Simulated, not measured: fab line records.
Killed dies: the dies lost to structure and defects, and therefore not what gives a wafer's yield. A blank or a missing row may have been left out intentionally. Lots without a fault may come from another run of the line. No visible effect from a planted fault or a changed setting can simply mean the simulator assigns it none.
fab line records :: flow gf180mcu
record
  lots=14
  wafers=42
  last_day=34
route steps=602 shown SALICIDE@286 M1@328 V1@337
lots that met no fault: taken from a fault-free run of the same line
start_h: hours from the record's opening day to when the first of the lot's shown wafers began :: wait_h: hours from the lot's prior step to this one :: " repeats the value in the row above :: L1.1+2: several wafers, shown together as one row :: - no value, or no start given :: * or withheld: withheld :: < > ~ a bound
route shown NAME@n: names a module that has steps shown in the file, with the first one's number in the route :: usual: the fault-free wafers' mean and standard deviation :: same: alike in all rows :: chamber/n: place in a boat :: sites: each site's reading :: _std_site: the values' standard deviation :: _edge_site: mean of outer sites minus mean of inner sites :: radius_mm: for every site, how far away it sits from the centre of the wafer :: mask NAME#n: copy n :: behind: tool/chamber where the wafer was last shaped :: hold: the reason the lot was held/the length of the hold in hours/how it ended :: device: which transistor (n, p or np) failed to switch :: end of line: tests run on the same wafers once the route is complete :: where a step has no rows: the recipe by itself :: killed: the dies lost at the first sort to structure and to defects; this is not the yield of the wafer :: map: the dies of a wafer, with x for killed, . for not killed, _ for no die there
set.NAME: the setting the step ran with; set.NAME@STEP: the setting that earlier step ran with :: model.NAME: the simulator's own value behind a step, which no gauge read
one table for each step of the route and one row for each wafer, over a sample of lots
services: from which hour (start_h, from the record's first day; less than 0 if before it) a tool's chamber was out of use, for how many hours, and why
## steps
# step GF_SALICIDE_RTA_08
# recipe
  temp_c=800
  time_s=30
  ambient=N2
# usual
  chamber_o2_ppm=1.998/0.021
  lamp_power_pct=15.6/0.38
  wafer_temp_C_max=803.0/0.57
# same
  time_s=30
lot.wafer: L811.1
tool: rtp_anneal-01
chamber: 0
start_h: 338.71
wait_h: 0.0
chamber_o2_ppm: 1.992
lamp_power_pct: 16.3
wafer_temp_C_max: 803.9

lot.wafer: L811.2
tool: rtp_anneal-01
chamber: 0
start_h: 338.71
wait_h: 0.0
chamber_o2_ppm: 1.979
lamp_power_pct: 16.3
wafer_temp_C_max: 803.7

lot.wafer: L811.6
tool: rtp_anneal-01
chamber: 0
start_h: 338.71
wait_h: 0.0
chamber_o2_ppm: 1.971
lamp_power_pct: 16.3
wafer_temp_C_max: 803.4

lot.wafer: L813.4
tool: rtp_anneal-01
chamber: 0
start_h: 359.41
wait_h: 0.1
chamber_o2_ppm: 1.990
lamp_power_pct: 16.3
wafer_temp_C_max: 803.6

lot.wafer: L813.5
tool: rtp_anneal-01
chamber: 0
start_h: 359.41
wait_h: 0.1
chamber_o2_ppm: 2.007
lamp_power_pct: 16.3
wafer_temp_C_max: 802.1

lot.wafer: L813.6
tool: rtp_anneal-01
chamber: 0
start_h: 359.41
wait_h: 0.1
chamber_o2_ppm: 1.990
lamp_power_pct: 16.3
wafer_temp_C_max: 802.6

lot.wafer: L814.2
tool: rtp_anneal-02
chamber: 0
start_h: 364.36
wait_h: 0.0
chamber_o2_ppm: 1.998
lamp_power_pct: 15.4
wafer_temp_C_max: 802.8

lot.wafer: L814.3
tool: rtp_anneal-02
chamber: 0
start_h: 364.36
wait_h: 0.0
chamber_o2_ppm: 1.966
lamp_power_pct: 15.4
wafer_temp_C_max: 802.2

lot.wafer: L814.6
tool: rtp_anneal-02
chamber: 0
start_h: 364.36
wait_h: 0.0
chamber_o2_ppm: 2.001
lamp_power_pct: 15.4
wafer_temp_C_max: 803.2

lot.wafer: L817.1
tool: rtp_anneal-02
chamber: 0
start_h: 386.21
wait_h: 0.0
chamber_o2_ppm: 2.005
lamp_power_pct: 15.4
wafer_temp_C_max: 803.7

lot.wafer: L817.3
tool: rtp_anneal-02
chamber: 0
start_h: 386.21
wait_h: 0.0
chamber_o2_ppm: 2.023
lamp_power_pct: 15.4
wafer_temp_C_max: 801.7

lot.wafer: L817.4
tool: rtp_anneal-02
chamber: 0
start_h: 386.21
wait_h: 0.0
chamber_o2_ppm: 1.995
lamp_power_pct: 15.4
wafer_temp_C_max: 803.5

lot.wafer: L818.2
tool: rtp_anneal-02
chamber: 0
start_h: 405.18
wait_h: 0.0
chamber_o2_ppm: 2.003
lamp_power_pct: 15.4
wafer_temp_C_max: 802.8

lot.wafer: L818.4
tool: rtp_anneal-02
chamber: 0
start_h: 405.18
wait_h: 0.0
chamber_o2_ppm: 2.031
lamp_power_pct: 15.4
wafer_temp_C_max: 803.6

lot.wafer: L818.5
tool: rtp_anneal-02
chamber: 0
start_h: 405.18
wait_h: 0.0
chamber_o2_ppm: 2.005
lamp_power_pct: 15.4
wafer_temp_C_max: 803.2

lot.wafer: L819.1
tool: rtp_anneal-02
chamber: 0
start_h: 407.89
wait_h: 0.0
chamber_o2_ppm: 2.016
lamp_power_pct: 15.4
wafer_temp_C_max: 802.7

lot.wafer: L819.5
tool: rtp_anneal-02
chamber: 0
start_h: 407.89
wait_h: 0.0
chamber_o2_ppm: 2.036
lamp_power_pct: 15.4
wafer_temp_C_max: 803.4

lot.wafer: L819.6
tool: rtp_anneal-02
chamber: 0
start_h: 407.89
wait_h: 0.0
chamber_o2_ppm: 2.000
lamp_power_pct: 15.4
wafer_temp_C_max: 802.1

lot.wafer: L820.2
tool: rtp_anneal-02
chamber: 0
start_h: 414.37
wait_h: 0.0
chamber_o2_ppm: 2.002
lamp_power_pct: 15.4
wafer_temp_C_max: 802.6

lot.wafer: L820.4
tool: rtp_anneal-02
chamber: 0
start_h: 414.37
wait_h: 0.0
chamber_o2_ppm: 1.999
lamp_power_pct: 15.4
wafer_temp_C_max: 803.3

lot.wafer: L820.5
tool: rtp_anneal-02
chamber: 0
start_h: 414.37
wait_h: 0.0
chamber_o2_ppm: 2.013
lamp_power_pct: 15.4
wafer_temp_C_max: 803.8

lot.wafer: L822.1
tool: rtp_anneal-02
chamber: 0
start_h: 438.85
wait_h: 0.0
chamber_o2_ppm: 1.965
lamp_power_pct: 15.4
wafer_temp_C_max: 801.9

lot.wafer: L822.2
tool: rtp_anneal-02
chamber: 0
start_h: 438.85
wait_h: 0.0
chamber_o2_ppm: 2.016
lamp_power_pct: 15.4
wafer_temp_C_max: 802.4

lot.wafer: L822.3
tool: rtp_anneal-02
chamber: 0
start_h: 438.85
wait_h: 0.0
chamber_o2_ppm: 1.986
lamp_power_pct: 15.4
wafer_temp_C_max: 804.6

lot.wafer: L823.3
tool: rtp_anneal-02
chamber: 0
start_h: 445.42
wait_h: 0.0
chamber_o2_ppm: 2.029
lamp_power_pct: 15.4
wafer_temp_C_max: 802.5

lot.wafer: L823.4
tool: rtp_anneal-02
chamber: 0
start_h: 445.42
wait_h: 0.0
chamber_o2_ppm: 2.018
lamp_power_pct: 15.4
wafer_temp_C_max: 803.5

lot.wafer: L823.5
tool: rtp_anneal-02
chamber: 0
start_h: 445.42
wait_h: 0.0
chamber_o2_ppm: 2.039
lamp_power_pct: 15.4
wafer_temp_C_max: 802.7

lot.wafer: L824.4
tool: rtp_anneal-02
chamber: 0
start_h: 448.99
wait_h: 0.1
chamber_o2_ppm: 2.039
lamp_power_pct: 15.4
wafer_temp_C_max: 803.0

lot.wafer: L824.5
tool: rtp_anneal-02
chamber: 0
start_h: 448.99
wait_h: 0.1
chamber_o2_ppm: 1.996
lamp_power_pct: 15.4
wafer_temp_C_max: 802.9

lot.wafer: L824.6
tool: rtp_anneal-02
chamber: 0
start_h: 448.99
wait_h: 0.1
chamber_o2_ppm: 1.971
lamp_power_pct: 15.4
wafer_temp_C_max: 803.0

lot.wafer: L825.4
tool: rtp_anneal-02
chamber: 0
start_h: 462.54
wait_h: 0.1
chamber_o2_ppm: 2.031
lamp_power_pct: 15.4
wafer_temp_C_max: 802.8

lot.wafer: L825.5
tool: rtp_anneal-02
chamber: 0
start_h: 462.54
wait_h: 0.1
chamber_o2_ppm: 1.994
lamp_power_pct: 15.4
wafer_temp_C_max: 802.1

lot.wafer: L825.6
tool: rtp_anneal-02
chamber: 0
start_h: 462.54
wait_h: 0.1
chamber_o2_ppm: 1.986
lamp_power_pct: 15.4
wafer_temp_C_max: 801.8

lot.wafer: L831.1
tool: rtp_anneal-02
chamber: 0
start_h: 513.83
wait_h: 0.0
chamber_o2_ppm: 1.999
lamp_power_pct: 15.4
wafer_temp_C_max: 803.1

lot.wafer: L831.4
tool: rtp_anneal-02
chamber: 0
start_h: 513.83
wait_h: 0.0
chamber_o2_ppm: 1.999
lamp_power_pct: 15.4
wafer_temp_C_max: 801.9

lot.wafer: L831.5
tool: rtp_anneal-02
chamber: 0
start_h: 513.83
wait_h: 0.0
chamber_o2_ppm: 1.989
lamp_power_pct: 15.4
wafer_temp_C_max: 802.6

lot.wafer: L832.1
tool: rtp_anneal-02
chamber: 0
start_h: 517.91
wait_h: 0.0
chamber_o2_ppm: 1.980
lamp_power_pct: 15.4
wafer_temp_C_max: 803.3

lot.wafer: L832.4
tool: rtp_anneal-02
chamber: 0
start_h: 517.91
wait_h: 0.0
chamber_o2_ppm: 1.963
lamp_power_pct: 15.4
wafer_temp_C_max: 802.7

lot.wafer: L832.5
tool: rtp_anneal-02
chamber: 0
start_h: 517.91
wait_h: 0.0
chamber_o2_ppm: 1.987
lamp_power_pct: 15.4
wafer_temp_C_max: 802.9

lot.wafer: L834.2
tool: rtp_anneal-01
chamber: 0
start_h: 542.53
wait_h: 0.0
chamber_o2_ppm: 2.021
lamp_power_pct: 16.3
wafer_temp_C_max: 801.6

lot.wafer: L834.3
tool: rtp_anneal-01
chamber: 0
start_h: 542.53
wait_h: 0.0
chamber_o2_ppm: 2.013
lamp_power_pct: 16.3
wafer_temp_C_max: 802.2

lot.wafer: L834.6
tool: rtp_anneal-01
chamber: 0
start_h: 542.53
wait_h: 0.0
chamber_o2_ppm: 2.012
lamp_power_pct: 16.3
wafer_temp_C_max: 803.2
# step GF_M1_DEVELOP_13
# recipe
  develop_time_s=61.74
  dev_temp_c=21
# usual
  chill_plate_temp_C=22.98/0.11
  develop_time_s=61.74/0
lot.wafer: L811.1
tool: litho_track-02
chamber: 0
start_h: 384.56
wait_h: 0.2
chill_plate_temp_C: 23.22
develop_time_s: 61.74

lot.wafer: L811.2
tool: litho_track-02
chamber: 0
start_h: 384.56
wait_h: 0.2
chill_plate_temp_C: 23.24
develop_time_s: 61.74

lot.wafer: L811.6
tool: litho_track-02
chamber: 0
start_h: 384.56
wait_h: 0.2
chill_plate_temp_C: 22.94
develop_time_s: 61.74

lot.wafer: L813.4
tool: litho_track-02
chamber: 0
start_h: 407.53
wait_h: 0.1
chill_plate_temp_C: 22.97
develop_time_s: 61.74

lot.wafer: L813.5
tool: litho_track-02
chamber: 0
start_h: 407.53
wait_h: 0.1
chill_plate_temp_C: 23.06
develop_time_s: 61.74

lot.wafer: L813.6
tool: litho_track-02
chamber: 0
start_h: 407.53
wait_h: 0.1
chill_plate_temp_C: 23.08
develop_time_s: 61.74

lot.wafer: L814.2
tool: litho_track-01
chamber: 0
start_h: 412.47
wait_h: 0.2
chill_plate_temp_C: 22.95
develop_time_s: 61.74

lot.wafer: L814.3
tool: litho_track-01
chamber: 0
start_h: 412.47
wait_h: 0.2
chill_plate_temp_C: 22.99
develop_time_s: 61.74

lot.wafer: L814.6
tool: litho_track-01
chamber: 0
start_h: 412.47
wait_h: 0.2
chill_plate_temp_C: 22.94
develop_time_s: 61.74

lot.wafer: L817.1
tool: litho_track-04
chamber: 0
start_h: 435.82
wait_h: 0.2
chill_plate_temp_C: 22.87
develop_time_s: 61.74

lot.wafer: L817.3
tool: litho_track-04
chamber: 0
start_h: 435.82
wait_h: 0.2
chill_plate_temp_C: 22.75
develop_time_s: 61.74

lot.wafer: L817.4
tool: litho_track-04
chamber: 0
start_h: 435.82
wait_h: 0.2
chill_plate_temp_C: 23.16
develop_time_s: 61.74

lot.wafer: L818.2
tool: litho_track-02
chamber: 0
start_h: 455.33
wait_h: 0.2
chill_plate_temp_C: 22.86
develop_time_s: 61.74

lot.wafer: L818.4
tool: litho_track-02
chamber: 0
start_h: 455.33
wait_h: 0.2
chill_plate_temp_C: 23.00
develop_time_s: 61.74

lot.wafer: L818.5
tool: litho_track-02
chamber: 0
start_h: 455.33
wait_h: 0.2
chill_plate_temp_C: 22.97
develop_time_s: 61.74

lot.wafer: L819.1
tool: litho_track-01
chamber: 0
start_h: 457.50
wait_h: 0.2
chill_plate_temp_C: 22.93
develop_time_s: 61.74

lot.wafer: L819.5
tool: litho_track-01
chamber: 0
start_h: 457.50
wait_h: 0.2
chill_plate_temp_C: 22.91
develop_time_s: 61.74

lot.wafer: L819.6
tool: litho_track-01
chamber: 0
start_h: 457.50
wait_h: 0.2
chill_plate_temp_C: 22.91
develop_time_s: 61.74

lot.wafer: L820.2
tool: litho_track-02
chamber: 0
start_h: 465.18
wait_h: 0.2
chill_plate_temp_C: 22.90
develop_time_s: 61.74

lot.wafer: L820.4
tool: litho_track-02
chamber: 0
start_h: 465.18
wait_h: 0.2
chill_plate_temp_C: 22.88
develop_time_s: 61.74

lot.wafer: L820.5
tool: litho_track-02
chamber: 0
start_h: 465.18
wait_h: 0.2
chill_plate_temp_C: 22.90
develop_time_s: 61.74

lot.wafer: L822.1
tool: litho_track-04
chamber: 0
start_h: 489.67
wait_h: 0.2
chill_plate_temp_C: 22.82
develop_time_s: 61.74

lot.wafer: L822.2
tool: litho_track-04
chamber: 0
start_h: 489.67
wait_h: 0.2
chill_plate_temp_C: 22.76
develop_time_s: 61.74

lot.wafer: L822.3
tool: litho_track-04
chamber: 0
start_h: 489.67
wait_h: 0.2
chill_plate_temp_C: 22.90
develop_time_s: 61.74

lot.wafer: L823.3
tool: litho_track-01
chamber: 0
start_h: 495.30
wait_h: 0.1
chill_plate_temp_C: 22.90
develop_time_s: 61.74

lot.wafer: L823.4
tool: litho_track-01
chamber: 0
start_h: 495.30
wait_h: 0.1
chill_plate_temp_C: 22.77
develop_time_s: 61.74

lot.wafer: L823.5
tool: litho_track-01
chamber: 0
start_h: 495.30
wait_h: 0.1
chill_plate_temp_C: 22.73
develop_time_s: 61.74

lot.wafer: L824.4
tool: litho_track-04
chamber: 0
start_h: 498.70
wait_h: 0.1
chill_plate_temp_C: 23.00
develop_time_s: 61.74

lot.wafer: L824.5
tool: litho_track-04
chamber: 0
start_h: 498.70
wait_h: 0.1
chill_plate_temp_C: 23.04
develop_time_s: 61.74

lot.wafer: L824.6
tool: litho_track-04
chamber: 0
start_h: 498.70
wait_h: 0.1
chill_plate_temp_C: 22.97
develop_time_s: 61.74

lot.wafer: L825.4
tool: litho_track-04
chamber: 0
start_h: 512.50
wait_h: 0.1
chill_plate_temp_C: 23.03
develop_time_s: 61.74

lot.wafer: L825.5
tool: litho_track-04
chamber: 0
start_h: 512.50
wait_h: 0.1
chill_plate_temp_C: 22.95
develop_time_s: 61.74

lot.wafer: L825.6
tool: litho_track-04
chamber: 0
start_h: 512.50
wait_h: 0.1
chill_plate_temp_C: 23.14
develop_time_s: 61.74

lot.wafer: L831.1
tool: litho_track-01
chamber: -
start_h: 561.90
wait_h: 0.2
chill_plate_temp_C: -
develop_time_s: -

lot.wafer: L831.4
tool: litho_track-01
chamber: -
start_h: 561.90
wait_h: 0.2
chill_plate_temp_C: -
develop_time_s: -

lot.wafer: L831.5
tool: litho_track-01
chamber: -
start_h: 561.90
wait_h: 0.2
chill_plate_temp_C: -
develop_time_s: -

lot.wafer: L832.1
tool: litho_track-04
chamber: -
start_h: 564.42
wait_h: 0.2
chill_plate_temp_C: -
develop_time_s: -

lot.wafer: L832.4
tool: litho_track-04
chamber: -
start_h: 564.42
wait_h: 0.2
chill_plate_temp_C: -
develop_time_s: -

lot.wafer: L832.5
tool: litho_track-04
chamber: -
start_h: 564.42
wait_h: 0.2
chill_plate_temp_C: -
develop_time_s: -

lot.wafer: L834.2
tool: litho_track-02
chamber: 0
start_h: 588.93
wait_h: 0.2
chill_plate_temp_C: 22.89
develop_time_s: 61.74

lot.wafer: L834.3
tool: litho_track-02
chamber: 0
start_h: 588.93
wait_h: 0.2
chill_plate_temp_C: 22.87
develop_time_s: 61.74

lot.wafer: L834.6
tool: litho_track-02
chamber: 0
start_h: 588.93
wait_h: 0.2
chill_plate_temp_C: 22.85
develop_time_s: 61.74
# step GF_V1_CVD_02
# recipe
  material=SiO2
  target_thk_nm=850
  precursor=TEOS
  temp_c=400
  time_s=94.851
  rf_w=600
# usual
  heater_power_outer_w=370/89
  heater_power_w=651/140
  susceptor_temp_C=400.01/0.22
# same
  time_s=94.851
lot.wafer: L811.1
tool: pecvd-01
chamber: 2
start_h: 385.66
wait_h: 0.1
heater_power_outer_w: 288
heater_power_w: 499
susceptor_temp_C: 400.09

lot.wafer: L811.2
tool: pecvd-01
chamber: 1
start_h: 385.66
wait_h: 0.1
heater_power_outer_w: 416
heater_power_w: 741
susceptor_temp_C: 399.96

lot.wafer: L811.6
tool: pecvd-01
chamber: 0
start_h: 385.66
wait_h: 0.1
heater_power_outer_w: 491
heater_power_w: 761
susceptor_temp_C: 399.85

lot.wafer: L813.4
tool: pecvd-02
chamber: 1
start_h: 408.63
wait_h: 0.1
heater_power_outer_w: 474
heater_power_w: 841
susceptor_temp_C: 399.97

lot.wafer: L813.5
tool: pecvd-02
chamber: 2
start_h: 408.63
wait_h: 0.1
heater_power_outer_w: 198
heater_power_w: 416
susceptor_temp_C: 400.11

lot.wafer: L813.6
tool: pecvd-02
chamber: 0
start_h: 408.63
wait_h: 0.1
heater_power_outer_w: 365
heater_power_w: 673
susceptor_temp_C: 399.95

lot.wafer: L814.2
tool: pecvd-02
chamber: 2
start_h: 413.57
wait_h: 0.0
heater_power_outer_w: 267
heater_power_w: 504
susceptor_temp_C: 400.24

lot.wafer: L814.3
tool: pecvd-02
chamber: 1
start_h: 413.57
wait_h: 0.0
heater_power_outer_w: 428
heater_power_w: 793
susceptor_temp_C: 400.11

lot.wafer: L814.6
tool: pecvd-02
chamber: 2
start_h: 413.57
wait_h: 0.0
heater_power_outer_w: 285
heater_power_w: 522
susceptor_temp_C: 400.27

lot.wafer: L817.1
tool: pecvd-02
chamber: 0
start_h: 436.93
wait_h: 0.1
heater_power_outer_w: 385
heater_power_w: 661
susceptor_temp_C: 399.81

lot.wafer: L817.3
tool: pecvd-02
chamber: 1
start_h: 436.93
wait_h: 0.1
heater_power_outer_w: 417
heater_power_w: 804
susceptor_temp_C: 400.14

lot.wafer: L817.4
tool: pecvd-02
chamber: 0
start_h: 436.93
wait_h: 0.1
heater_power_outer_w: 394
heater_power_w: 697
susceptor_temp_C: 399.92

lot.wafer: L818.2
tool: pecvd-01
chamber: 2
start_h: 456.42
wait_h: 0.0
heater_power_outer_w: 335
heater_power_w: 591
susceptor_temp_C: 399.75

lot.wafer: L818.4
tool: pecvd-01
chamber: 0
start_h: 456.42
wait_h: 0.0
heater_power_outer_w: 471
heater_power_w: 724
susceptor_temp_C: 400.05

lot.wafer: L818.5
tool: pecvd-01
chamber: 2
start_h: 456.42
wait_h: 0.0
heater_power_outer_w: 249
heater_power_w: 445
susceptor_temp_C: 399.94

lot.wafer: L819.1
tool: pecvd-02
chamber: 0
start_h: 458.61
wait_h: 0.1
heater_power_outer_w: 322
heater_power_w: 602
susceptor_temp_C: 399.90

lot.wafer: L819.5
tool: pecvd-02
chamber: 0
start_h: 458.61
wait_h: 0.1
heater_power_outer_w: 363
heater_power_w: 651
susceptor_temp_C: 400.15

lot.wafer: L819.6
tool: pecvd-02
chamber: 2
start_h: 458.61
wait_h: 0.1
heater_power_outer_w: 196
heater_power_w: 406
susceptor_temp_C: 400.03

lot.wafer: L820.2
tool: pecvd-03
chamber: 0
start_h: 466.42
wait_h: 0.0
heater_power_outer_w: 447
heater_power_w: 757
susceptor_temp_C: 399.80

lot.wafer: L820.4
tool: pecvd-03
chamber: 1
start_h: 466.42
wait_h: 0.0
heater_power_outer_w: 267
heater_power_w: 484
susceptor_temp_C: 400.28

lot.wafer: L820.5
tool: pecvd-03
chamber: 2
start_h: 466.42
wait_h: 0.0
heater_power_outer_w: 332
heater_power_w: 601
susceptor_temp_C: 399.91

lot.wafer: L822.1
tool: pecvd-01
chamber: 2
start_h: 491.21
wait_h: 0.1
heater_power_outer_w: 334
heater_power_w: 577
susceptor_temp_C: 399.81

lot.wafer: L822.2
tool: pecvd-01
chamber: 1
start_h: 491.21
wait_h: 0.1
heater_power_outer_w: 449
heater_power_w: 802
susceptor_temp_C: 399.48

lot.wafer: L822.3
tool: pecvd-01
chamber: 0
start_h: 491.21
wait_h: 0.1
heater_power_outer_w: 470
heater_power_w: 740
susceptor_temp_C: 400.21

lot.wafer: L823.3
tool: pecvd-02
chamber: 1
start_h: 496.44
wait_h: 0.0
heater_power_outer_w: 494
heater_power_w: 857
susceptor_temp_C: 399.98

lot.wafer: L823.4
tool: pecvd-02
chamber: 2
start_h: 496.44
wait_h: 0.0
heater_power_outer_w: 274
heater_power_w: 510
susceptor_temp_C: 400.21

lot.wafer: L823.5
tool: pecvd-02
chamber: 0
start_h: 496.44
wait_h: 0.0
heater_power_outer_w: 387
heater_power_w: 692
susceptor_temp_C: 400.48

lot.wafer: L824.4
tool: pecvd-03
chamber: 0
start_h: 500.25
wait_h: 0.1
heater_power_outer_w: 428
heater_power_w: 716
susceptor_temp_C: 400.36

lot.wafer: L824.5
tool: pecvd-03
chamber: 1
start_h: 500.25
wait_h: 0.1
heater_power_outer_w: 221
heater_power_w: 412
susceptor_temp_C: 400.00

lot.wafer: L824.6
tool: pecvd-03
chamber: 2
start_h: 500.25
wait_h: 0.1
heater_power_outer_w: 380
heater_power_w: 692
susceptor_temp_C: 399.76

lot.wafer: L825.4
tool: pecvd-02
chamber: 0
start_h: 513.56
wait_h: 0.1
heater_power_outer_w: 304
heater_power_w: 571
susceptor_temp_C: 400.16

lot.wafer: L825.5
tool: pecvd-02
chamber: 2
start_h: 513.56
wait_h: 0.1
heater_power_outer_w: 195
heater_power_w: 416
susceptor_temp_C: 400.07

lot.wafer: L825.6
tool: pecvd-02
chamber: 1
start_h: 513.56
wait_h: 0.1
heater_power_outer_w: 501
heater_power_w: 873
susceptor_temp_C: 399.60

lot.wafer: L834.2
tool: pecvd-03
chamber: 1
start_h: 590.05
wait_h: 0.0
heater_power_outer_w: 223
heater_power_w: 418
susceptor_temp_C: 400.29

lot.wafer: L834.3
tool: pecvd-03
chamber: 2
start_h: 590.05
wait_h: 0.0
heater_power_outer_w: 368
heater_power_w: 664
susceptor_temp_C: 400.22

lot.wafer: L834.6
tool: pecvd-03
chamber: 1
start_h: 590.05
wait_h: 0.0
heater_power_outer_w: 261
heater_power_w: 478
susceptor_temp_C: 399.83
# step GF_V1_THK_MEAS_03
# recipe
  reads=SiO2_of_V1_CVD_02
# usual
  V1_CVD_02_THK=856/10
lot.wafer: L811.1
tool: film_metro-02
chamber: -
start_h: 385.73
wait_h: 0.0
V1_CVD_02_THK[nm]: 854

lot.wafer: L811.2
tool: film_metro-02
chamber: -
start_h: 385.73
wait_h: 0.0
V1_CVD_02_THK[nm]: 848

lot.wafer: L811.6
tool: film_metro-02
chamber: -
start_h: 385.73
wait_h: 0.0
V1_CVD_02_THK[nm]: 869

lot.wafer: L813.4
tool: film_metro-01
chamber: -
start_h: 408.70
wait_h: 0.0
V1_CVD_02_THK[nm]: 868

lot.wafer: L813.5
tool: film_metro-01
chamber: -
start_h: 408.70
wait_h: 0.0
V1_CVD_02_THK[nm]: 874

lot.wafer: L813.6
tool: film_metro-01
chamber: -
start_h: 408.70
wait_h: 0.0
V1_CVD_02_THK[nm]: 866

lot.wafer: L814.2
tool: film_metro-02
chamber: -
start_h: 413.65
wait_h: 0.0
V1_CVD_02_THK[nm]: 847

lot.wafer: L814.3
tool: film_metro-02
chamber: -
start_h: 413.65
wait_h: 0.0
V1_CVD_02_THK[nm]: 856

lot.wafer: L814.6
tool: film_metro-02
chamber: -
start_h: 413.65
wait_h: 0.0
V1_CVD_02_THK[nm]: 872

lot.wafer: L817.1
tool: film_metro-01
chamber: -
start_h: 437.00
wait_h: 0.0
V1_CVD_02_THK[nm]: 848

lot.wafer: L817.3
tool: film_metro-01
chamber: -
start_h: 437.00
wait_h: 0.0
V1_CVD_02_THK[nm]: 844

lot.wafer: L817.4
tool: film_metro-01
chamber: -
start_h: 437.00
wait_h: 0.0
V1_CVD_02_THK[nm]: 861

lot.wafer: L818.2
tool: film_metro-03
chamber: -
start_h: 456.50
wait_h: 0.0
V1_CVD_02_THK[nm]: 861

lot.wafer: L818.4
tool: film_metro-03
chamber: -
start_h: 456.50
wait_h: 0.0
V1_CVD_02_THK[nm]: 855

lot.wafer: L818.5
tool: film_metro-03
chamber: -
start_h: 456.50
wait_h: 0.0
V1_CVD_02_THK[nm]: 884

lot.wafer: L819.1
tool: film_metro-01
chamber: -
start_h: 458.68
wait_h: 0.0
V1_CVD_02_THK[nm]: 848

lot.wafer: L819.5
tool: film_metro-01
chamber: -
start_h: 458.68
wait_h: 0.0
V1_CVD_02_THK[nm]: 864

lot.wafer: L819.6
tool: film_metro-01
chamber: -
start_h: 458.68
wait_h: 0.0
V1_CVD_02_THK[nm]: 864

lot.wafer: L820.2
tool: film_metro-03
chamber: -
start_h: 466.50
wait_h: 0.0
V1_CVD_02_THK[nm]: 843

lot.wafer: L820.4
tool: film_metro-03
chamber: -
start_h: 466.50
wait_h: 0.0
V1_CVD_02_THK[nm]: 877

lot.wafer: L820.5
tool: film_metro-03
chamber: -
start_h: 466.50
wait_h: 0.0
V1_CVD_02_THK[nm]: 846

lot.wafer: L822.1
tool: film_metro-03
chamber: -
start_h: 491.28
wait_h: 0.0
V1_CVD_02_THK[nm]: 854

lot.wafer: L822.2
tool: film_metro-03
chamber: -
start_h: 491.28
wait_h: 0.0
V1_CVD_02_THK[nm]: 833

lot.wafer: L822.3
tool: film_metro-03
chamber: -
start_h: 491.28
wait_h: 0.0
V1_CVD_02_THK[nm]: 853

lot.wafer: L823.3
tool: film_metro-01
chamber: -
start_h: 496.53
wait_h: 0.1
V1_CVD_02_THK[nm]: 853

lot.wafer: L823.4
tool: film_metro-01
chamber: -
start_h: 496.53
wait_h: 0.1
V1_CVD_02_THK[nm]: 866

lot.wafer: L823.5
tool: film_metro-01
chamber: -
start_h: 496.53
wait_h: 0.1
V1_CVD_02_THK[nm]: 856

lot.wafer: L824.4
tool: film_metro-01
chamber: -
start_h: 500.32
wait_h: 0.0
V1_CVD_02_THK[nm]: 853

lot.wafer: L824.5
tool: film_metro-01
chamber: -
start_h: 500.32
wait_h: 0.0
V1_CVD_02_THK[nm]: 865

lot.wafer: L824.6
tool: film_metro-01
chamber: -
start_h: 500.32
wait_h: 0.0
V1_CVD_02_THK[nm]: 860

lot.wafer: L825.4
tool: film_metro-01
chamber: -
start_h: 513.62
wait_h: 0.0
V1_CVD_02_THK[nm]: 856

lot.wafer: L825.5
tool: film_metro-01
chamber: -
start_h: 513.62
wait_h: 0.0
V1_CVD_02_THK[nm]: 864

lot.wafer: L825.6
tool: film_metro-01
chamber: -
start_h: 513.62
wait_h: 0.0
V1_CVD_02_THK[nm]: 855

lot.wafer: L834.2
tool: film_metro-03
chamber: -
start_h: 590.13
wait_h: 0.0
V1_CVD_02_THK[nm]: 853

lot.wafer: L834.3
tool: film_metro-03
chamber: -
start_h: 590.13
wait_h: 0.0
V1_CVD_02_THK[nm]: 849

lot.wafer: L834.6
tool: film_metro-03
chamber: -
start_h: 590.13
wait_h: 0.0
V1_CVD_02_THK[nm]: 866
## services
tool: pecvd-01
chamber: -
start_h: 382.73
hours: 0.6
kind: repair

tool: pecvd-01
chamber: -
start_h: 390.02
hours: 1.2
kind: repair

tool: rtp_anneal-01
chamber: -
start_h: 460.41
hours: 60.2
kind: pm

tool: pecvd-02
chamber: 2
start_h: 502.97
hours: 5.1
kind: repair

tool: pecvd-02
chamber: -
start_h: 505.06
hours: 6.0
kind: pm

tool: pecvd-03
chamber: -
start_h: 529.22
hours: 4.3
kind: pm

tool: pecvd-01
chamber: -
start_h: 584.37
hours: 0.5
kind: repair
## key
first_sign
  step=GF_M1_DEVELOP_13
  reading=tool_record
  direction=missing
effect none on later readings
met_at GF_M1_DEVELOP_13
struck_lots L831,L832
later_rows_left_out L831.1,L831.4,L831.5,L832.1,L832.4,L832.5
sort_left_out L831.1,L831.4,L831.5,L832.1,L832.4,L832.5
not_acting_at GF_SALICIDE_RTA_08,GF_V1_CVD_02,GF_V1_THK_MEAS_03
onset_between 512.50 561.90
fault
  kind=skipped_step_whole
  tool=litho_track-01,litho_track-04
  chamber=-
  onset_h=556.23
  steps=GF_M1_DEVELOP_13
  scope=struck_lots_only
# sort_left_out: the simulated sort isn't trusted on such a fault, so these wafers' sort isn't shown, and their yield isn't known
# later_rows_left_out: the simulator's readings of these wafers behind a module that went badly wrong aren't trusted and aren't shown, but for the sort
